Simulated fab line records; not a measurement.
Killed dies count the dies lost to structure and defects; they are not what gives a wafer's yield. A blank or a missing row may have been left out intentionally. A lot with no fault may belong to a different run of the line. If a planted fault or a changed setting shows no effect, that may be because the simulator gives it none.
2 desks looking at one fault || flow gf180mcu || each desk has only its own numbers; what lay behind them comes last

## FROM THE METROLOGY DESK
Lot by lot, what the gauges showed, no matter which tool ran the lot: averages of those sampled wafers that carry a number. Marked OUT: a lot whose mean sits more than 4 standard deviations from the usual mean, which makes it out of limits; the brackets give that distance.
Columns: A = V2_OVL at GF_V2_OVL_MEAS_15, usual -2 nm; B = V2_W_RS at GF_V2_RS_MEAS_24, usual 0.328 ohm/sq; C = V2_W_THK at GF_V2_THK_MEAS_25, usual 356 nm; D = M3_ALCU_RS at GF_M3_RS_MEAS_05, usual 0.0695 ohm/sq
{"lot": "L335", "first seen here": "day 19 23:58", "A": -4, "B": 0.331, "C": 349, "D": 0.0700}
{"lot": "L336", "first seen here": "day 20 02:37", "A": -4, "B": 0.326, "C": 356, "D": 0.0699}
{"lot": "L337", "first seen here": "day 20 17:22", "A": 3, "B": 0.327, "C": 355, "D": 0.0691}
{"lot": "L338", "first seen here": "day 21 05:07", "A": 4, "B": 0.322, "C": 363, "D": 0.0695}
{"lot": "L339", "first seen here": "day 21 15:04", "A": -0, "B": 0.323, "C": 365, "D": 0.0693}
{"lot": "L340", "first seen here": "day 21 22:01", "A": 5, "B": 0.326, "C": 361, "D": 0.0700}
{"lot": "L341", "first seen here": "day 22 11:25", "A": 6, "B": 0.328, "C": 355, "D": 0.0709}
{"lot": "L342", "first seen here": "day 22 19:37", "A": 1, "B": 0.330, "C": 353, "D": 0.0693}
{"lot": "L344", "first seen here": "day 23 09:40", "A": -12, "B": 0.332, "C": 345, "D": 0.0708}
{"lot": "L346", "first seen here": "day 23 23:31", "A": -0, "B": 0.331, "C": 356, "D": 0.0702}
{"lot": "L348", "first seen here": "day 25 00:23", "A": -2, "B": 0.330, "C": 348, "D": 0.0697}
{"lot": "L351", "first seen here": "day 26 09:07", "A": 4, "B": "0.350 (+4.3) OUT", "C": 337, "D": 0.0692}
{"lot": "L352", "first seen here": "day 26 12:28", "A": -6, "B": "0.355 (+5.2) OUT", "C": "324 (-4.1) OUT", "D": 0.0693}
{"lot": "L353", "first seen here": "day 26 18:43", "A": -10, "B": "0.350 (+4.2) OUT", "C": 338, "D": 0.0688}
{"lot": "L357", "first seen here": "day 27 19:58", "A": -2, "B": 0.326, "C": 367, "D": 0.0696}
This desk reports L351, L352, L353 out of limits; the earliest was L351 at day 26 10:07 (V2_W_RS at GF_V2_RS_MEAS_24). Within limits: L335, L336, L337, L338, L339, L340, L341, L342, L344, L346, L348, L357.

## AT THE TOOL OWNER'S DESK: cvdW-01
The tool's own readings at GF_V2_CVD_23 (deposits W, target thk 350 nm, time 104.94 s): means of the sampled wafers that have a number, for each lot that ran on this tool. Marked OUT: a lot whose mean sits more than 4 standard deviations from the usual mean, which makes it out of limits; the brackets give that distance.
Columns: A = heaterPowerW at GF_V2_CVD_23, usual 848 W
{"lot": "L335", "first seen here": "day 20 00:47", "A": 820}
{"lot": "L336", "first seen here": "day 20 03:25", "A": 825}
{"lot": "L337", "first seen here": "day 20 18:10", "A": 812}
{"lot": "L340", "first seen here": "day 21 22:53", "A": 818}
{"lot": "L341", "first seen here": "day 22 12:14", "A": 872}
{"lot": "L344", "first seen here": "day 23 10:28", "A": 827}
{"lot": "L346", "first seen here": "day 24 00:20", "A": 887}
{"lot": "L348", "first seen here": "day 25 01:12", "A": 819}
{"lot": "L351", "first seen here": "day 26 09:59", "A": 875}
{"lot": "L352", "first seen here": "day 26 13:19", "A": 862}
{"lot": "L353", "first seen here": "day 26 19:32", "A": 774}
Result from this desk: across the 11 lots, nothing is out of limits.

## TAKEN TOGETHER
An alarm was possible from the metrology desk at day 26 10:07, on L351, L352, L353.
The desk of the tool owner found nothing out of limits.
Tool owner's desk: L351, L352, L353 on record, inside its limits.
Of the lots named, all ran GF_V2_CVD_23 on cvdW-01.

## WHAT WAS PUT IN BY THE SIMULATOR
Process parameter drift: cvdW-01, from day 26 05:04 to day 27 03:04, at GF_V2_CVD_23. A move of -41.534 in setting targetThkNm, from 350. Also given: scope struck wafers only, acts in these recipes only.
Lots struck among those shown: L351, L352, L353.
Delay in hours, fault start to first out-of-limits reading, per desk: metrology desk 5.
